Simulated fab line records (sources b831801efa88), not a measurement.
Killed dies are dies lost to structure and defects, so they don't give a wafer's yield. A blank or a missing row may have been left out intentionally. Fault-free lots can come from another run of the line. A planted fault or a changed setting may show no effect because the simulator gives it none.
fab line records | flow sky130
record: lots: 5 wafers: 15 last-day: 50
route steps=708 shown VIA3@576 PAD_OPEN@708
lots that met no fault: from a run of the same line without faults
start-h: hours from the record's opening day to when the first of the lot's shown wafers began | wait-h: hours since the lot's step before | " as in the row above | L1.1+2: one row covering several wafers at once | - no value, or no start given | * or withheld: withheld | < > ~ a bound
route shown NAME@n: names a module that has steps shown in the file, with the first one's number in the route | usual: mean/standard deviation taken from wafers without a fault | same: alike in all rows | chamber/n: place in a boat | sites: each site's reading | _std_site: how widely they spread, as a standard deviation | _edge_site: inner sites' mean taken away from outer sites' mean | radius-mm: how far each site lies from the wafer's centre | mask NAME#n: copy n | behind: the tool/chamber that last shaped the wafer | hold: reason for holding the lot/hours on hold/outcome of the hold | device: names the non-switching transistor (n, p or np) | end of line: the same wafers' tests at the end of the route | where a step has no rows: the recipe by itself | killed: count of dies lost to structure and defects at first sort (not the wafer's yield) | map: dies across one wafer; x = killed, . = not, _ = none there
set.NAME: the setting the step ran with; set.NAME@STEP: the setting that earlier step ran with | model.NAME: the simulator's own value behind a step, which no gauge read
lots at selected steps of the route; one table per step, one row per wafer
services: the hour from which a tool's chamber was out of use, counted from the record's first day as start-h (under 0 if before that day), plus the number of hours and why
== steps ==
step: SKY_VIA3_BOW_MEAS_03
recipe: mode: bow
usual: VIA3_BOW: 80/7.4
columns lot.wafer tool chamber start-h wait-h VIA3_BOW[um]
L555.1 film-metro-01 - 930.51 0.2 91
L555.3 " - " " 71
L555.6 " - " " 79
L556.1 film-metro-04 - 946.82 0.1 79
L556.3 " - " " 74
L556.6 " - " " 72
L565.2 film-metro-01 - 1003.68 0.2 87
L565.3 " - " " 72
L565.4 " - " " 83
L566.1 film-metro-04 - 1011.93 0.1 84
L566.3 " - " " 74
L566.5 " - " " 61
L572.1 film-metro-03 - 1049.90 0.2 82
L572.2 " - " " 90
L572.3 " - " " 79
step: SKY_VIA3_DEHYDRATE_04
recipe: temp-c: 200 time-s: 60
step: SKY_VIA3_HMDS_05
recipe: prime-time-s: 60 prime-temp-c: 120
step: SKY_VIA3_COAT_06
recipe: resist: BARC temp-c: withheld time-s: withheld spin-rpm: 3000 resist-thk-nm: 60
step: SKY_VIA3_COAT_07
recipe: resist: KrF-thick spin-rpm: 3000 resist-thk-nm: 450
step: SKY_VIA3_SOFTBAKE_08
recipe: temp-c: 100 time-s: 90 resist: KrF-thick
step: SKY_VIA3_EXPOSE_09
recipe: mask-id: VIM3 na: 0.8 source-shape: annular sigma-inner: 0.55 sigma-outer: 0.85 target-cd-nm: 200 dose-mj: 38
step: SKY_VIA3_PEB_10
recipe: peb-temp-c: withheld peb-time-s: withheld resist: KrF-thick
step: SKY_VIA3_DEVELOP_11
recipe: develop-time-s: 60 resist: KrF-thick dev-temp-c: 21
step: SKY_VIA3_CD_MEAS_12
recipe: target-cd-nm: 200
usual: cd-nm: 199.8/1.3
columns lot.wafer tool chamber start-h wait-h cd-nm
L555.1 cd-sem-01 - 954.55 - 199.5
L555.3 " - " " 200.0
L555.6 " - " " 199.3
L556.1 cd-sem-02 - 970.83 - 198.3
L556.3 " - " " 198.0
L556.6 " - " " 198.1
L565.2 cd-sem-02 - 1026.42 - 201.3
L565.3 " - " " 199.8
L565.4 " - " " 199.2
L566.1 cd-sem-02 - 1034.55 - 201.0
L566.3 " - " " 200.4
L566.5 " - " " 201.6
L572.1 cd-sem-01 - 1071.17 - 200.6
L572.2 " - " " 200.0
L572.3 " - " " 201.0
step: SKY_VIA3_OVL_MEAS_13
usual: VIA3_OVL: 0/5.1
columns lot.wafer tool chamber start-h wait-h VIA3_OVL[nm]
L555.1 overlay-01 - 954.67 0.1 -4
L555.3 " - " " 1
L555.6 " - " " -1
L556.1 overlay-01 - 970.95 0.1 1
L556.3 " - " " -4
L556.6 " - " " -2
L565.2 overlay-01 - 1026.52 0.1 -6
L565.3 " - " " 3
L565.4 " - " " -8
L566.1 overlay-02 - 1034.67 0.1 9
L566.3 " - " " 9
L566.5 " - " " 4
L572.1 overlay-01 - 1071.29 0.1 8
L572.2 " - " " -7
L572.3 " - " " 5
step: SKY_VIA3_ETCH_14
recipe: chemistry: N2/H2 target: BARC ion-energy-ev: 200 source-w: 500 bias-w: 100 pressure-mtorr: 30 n2-flow-sccm: 100 h2-flow-sccm: 200 stop-on: SiO2 time-s: 45.9 target-depth-a: 600
usual: drypump-motor-current-A: 6.0/0.5 oes-product-au: 0.855/0.005 rf-fwd-power-W: 495.6/1.9 throttle-valve-pct: 13.225/0.0086
same: time-s: 45.9
columns lot.wafer tool chamber start-h wait-h drypump-motor-current-A oes-product-au rf-fwd-power-W rf-hours-counter-h throttle-valve-pct
L555.1 rie-diel-04 2 954.70 0.0 5.5 0.858 496.6 4 13.223
L555.3 " 3 " " 6.7 0.849 495.9 10 13.221
L555.6 " 2 " " 5.5 0.856 495.8 - 13.233
L556.1 rie-diel-03 3 970.99 0.0 5.9 0.849 491.7 7 13.218
L556.3 " 2 " " 6.0 0.850 496.3 8 13.218
L556.6 " 2 " " 6.0 0.845 494.3 - 13.248
L565.2 rie-diel-04 0 1026.55 0.0 6.4 0.864 498.7 11 13.233
L565.3 " 2 " " 5.5 0.861 494.6 - 13.224
L565.4 " 0 " " 6.4 0.864 497.3 - 13.220
L566.1 rie-diel-02 2 1034.70 0.0 5.9 0.849 496.1 25 13.221
L566.3 " 1 " " 5.2 0.858 497.5 12 13.232
L566.5 " 1 " " 5.2 0.851 495.8 - 13.217
L572.1 rie-diel-03 0 1071.33 0.0 4.8 0.850 495.7 2 13.229
L572.2 " 2 " " 6.0 0.861 495.4 11 13.217
L572.3 " 3 " " 5.9 0.857 490.3 10 13.212
step: SKY_VIA3_ETCH_15
recipe: target: SiO2 chemistry: C4F8/O2/Ar target-depth-nm: 507 stop-on: TiN mask-material: KrF-thick source-w: 1500 bias-w: 1200 pressure-mtorr: 40 c4f8-flow-sccm: withheld O2_flow_sccm: 6 Ar_flow_sccm: 300 time-s: 78
usual: oes-product-au: 0.946/0.0049 rf-fwd-power-W: 1491/5.4
same: time-s: 78
columns lot.wafer tool chamber start-h wait-h oes-product-au rf-fwd-power-W rf-hours-counter-h model.KrF-thick_of_VIA3_COAT_07.thk-nm model.TiN_of_METAL3_SPUTTER_04.thk-nm
L555.1 rie-diel-04 2 954.75 0.0 0.950 1485 4 289 70.1
L555.3 " 3 " " 0.946 1485 10 289.2 70.72
L555.6 " 2 " " 0.956 1486 - 290.3 70.76
L556.1 rie-diel-03 3 971.03 0.0 0.950 1484 7 293.8 70.2
L556.3 " 2 " " 0.934 1485 8 289.7 71.06
L556.6 " 2 " " 0.951 1484 - 290.2 70.57
L565.2 rie-diel-04 0 1026.62 0.0 0.947 1501 11 293.3 71.17
L565.3 " 2 " " 0.957 1733 - 284.4 69.31
L565.4 " 0 " " 0.951 1494 - 293.6 70.83
L566.1 rie-diel-02 2 1034.75 0.0 0.942 1492 25 287.9 69.43
L566.3 " 1 " " 0.950 1492 12 290 69.34
L566.5 " 1 " " 0.944 1493 - 290.9 69.28
L572.1 rie-diel-03 0 1071.37 0.0 0.945 1494 2 295.3 69.76
L572.2 " 2 " " 0.940 1496 11 292.9 70.26
L572.3 " 3 " " 0.943 1482 10 295.4 69.76
step: SKY_VIA3_STRIP_16
recipe: chemistry: O2/N2 power-w: 1400 pressure-mtorr: 1500 platen-temp-c: withheld o2-flow-sccm: 3000 n2-flow-sccm: 300 overash-fraction: 0.5
usual: drypump-motor-current-A: 5.5/0.45 oes-product-au: 0.402/0.0045 strip-time-to-endpoint-s: 4.136/0.023
same: overash-fraction: 0.5
columns lot.wafer tool chamber start-h wait-h drypump-motor-current-A oes-product-au rf-hours-counter-h strip-time-to-endpoint-s
L555.1 plasma-asher-02 0 954.81 0.0 5.6 0.409 21 4.104
L555.3 " 1 " " 5.4 0.404 - 4.109
L555.6 " 0 " " 5.6 0.404 - 4.117
L556.1 plasma-asher-04 0 971.09 0.0 5.0 0.399 115 4.152
L556.3 " 1 " " 5.3 0.401 - 4.105
L556.6 " 1 " " 5.2 0.400 - 4.139
L565.2 plasma-asher-04 0 1026.71 0.1 5.0 0.396 121 4.155
L565.3 " 0 " " 5.0 0.403 - 4.065
L565.4 " 1 " " 5.3 0.404 - 4.162
L566.1 plasma-asher-02 0 1034.81 0.0 5.6 0.398 30 4.107
L566.3 " 1 " " 5.4 0.407 - 4.121
L566.5 " 0 " " 5.6 0.397 - 4.119
L572.1 plasma-asher-04 0 1071.43 0.0 5.0 0.415 1 4.179
L572.2 " 1 " " 5.3 0.407 1 4.140
L572.3 " 1 " " 5.3 0.407 - 4.175
step: SKY_VIA3_STRIP_17
recipe: chemistry: post-etch-residue-remover time-s: 1200 temp-c: 72.5
step: SKY_PAD_OPEN_PROBE_99
usual: defect-limited-yield: 82.8/2 killed_at_M0_to_M3: 42/7.3 killed_at_M4_up: 3.2/1.8 killed-at-contacts: 25/5.2 killed-at-front-end: 15/4.6 killed-at-other: 0.3/0.62 killed-dies: 85/9.9 killed-on-rim: 17/3.9 killed-open: 46/7.1 killed-short: 38/5.7 sort_bin_3_pad_short: 0.9/0.42 sort_bin_5_function: 10.0/1.5 sort_bin_6_memory: 6.3/1.2 sort-n-pass: 407/9.9 sort-yield-pct: 82.8/2
same: gross-dies: 492 killed-at-back-side: 0 sort_bin_4_leakage[%]: 0 sort_bin_8_speed[%]: 0
columns lot.wafer tool chamber start-h wait-h defect-limited-yield[%] killed_at_M0_to_M3 killed_at_M4_up killed-at-contacts killed-at-front-end killed-at-other killed-dies killed-on-rim killed-open killed-short sort_bin_3_pad_short[%] sort_bin_5_function[%] sort_bin_6_memory[%] sort-n-pass sort-yield-pct[%]
L566.1 prober-01 - 1165.05 0.1 85.2 42 4 18 9 0 73 15 38 35 0.2 8.7 5.9 419 85.2
L566.3 prober-01 - 1165.15 0.2 83.5 38 3 26 14 0 81 17 48 33 1.0 8.9 6.5 411 83.5
L566.5 prober-01 - 1165.25 0.2 82.7 49 1 28 7 0 85 20 50 35 0.4 9.6 7.3 407 82.7
killed by level:class
L566.1 VIA1:geometric-particle:open=12 CONTACT:geometric-particle:open=10 METAL2:geometric-particle:short=6 FIELD_ISO:geometric-particle:short=4 METAL1:geometric-particle:short=4 VIA1:geometric-particle:short=4 CONTACT:geometric-particle:short=3 VIA2:geometric-particle:open=3
L566.3 CONTACT:geometric-particle:open=10 VIA2:geometric-particle:open=9 LI_CONTACT:geometric-particle:open=7 VIA3:geometric-particle:open=5 LOCAL_INTERCONNECT:geometric-particle:short=4 METAL1:geometric-particle:short=4 METAL2:geometric-particle:short=4 FIELD_ISO:geometric-particle:short=3
L566.5 VIA1:geometric-particle:open=14 CONTACT:geometric-particle:open=10 VIA1:geometric-particle:short=9 LI_CONTACT:geometric-particle:open=8 VIA2:geometric-particle:open=7 LOCAL_INTERCONNECT:geometric-particle:short=5 METAL2:geometric-particle:short=4 VIA3:geometric-particle:open=4
== services ==
columns tool chamber start-h hours kind
rie-diel-04 - 936.89 0.9 repair
plasma-asher-04 - 939.21 2.8 pm
rie-diel-02 1 944.17 4.7 repair
rie-diel-02 1 949.62 13.7 repair
rie-diel-02 3 950.87 4.8 repair
rie-diel-02 3 977.78 1.4 repair
rie-diel-03 - 979.83 14.6 pm
rie-diel-02 - 989.23 14.6 pm
rie-diel-03 0 998.64 - clean
rie-diel-03 0 998.64 17.9 scheduled-down
rie-diel-03 0 998.64 17.9 vent-cycle
rie-diel-03 1 1001.26 4.1 repair
rie-diel-04 3 1024.89 8.0 repair
rie-diel-04 1 1025.32 1.6 repair
rie-diel-03 0 1032.71 12.4 repair
rie-diel-02 2 1045.87 7.2 repair
plasma-asher-04 - 1055.25 9.0 pm
plasma-asher-04 0 1055.25 9.0 vent-cycle
plasma-asher-04 1 1055.25 9.0 vent-cycle
rie-diel-02 2 1057.39 11.7 repair
plasma-asher-04 0 1064.25 - clean
plasma-asher-04 1 1064.25 - clean
== key ==
first-sign: step: SKY_VIA3_ETCH_15 reading: rf-fwd-power-W direction: up sigmas: 45 usual: 1491 struck: 1733
effect: step: SKY_VIA3_STRIP_16 reading: strip-time-to-endpoint-s direction: down sigmas: 3.1 usual: * struck: *
model-effect: step: SKY_VIA3_ETCH_15 value: KrF-thick_of_VIA3_COAT_07.thk-nm without: 290.4 struck: 284.4
met-at SKY_VIA3_ETCH_15
struck-wafers L565.3
onset-between 954.75 1026.62
fault: kind: process-parameter-drift tool: rie-diel-04 chamber: 2 onset-h: 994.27 steps: SKY_VIA3_ETCH_15 channel: source-w offset: 240 shape: step end-h: 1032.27 acts-in: these-recipes-only stated: 1500
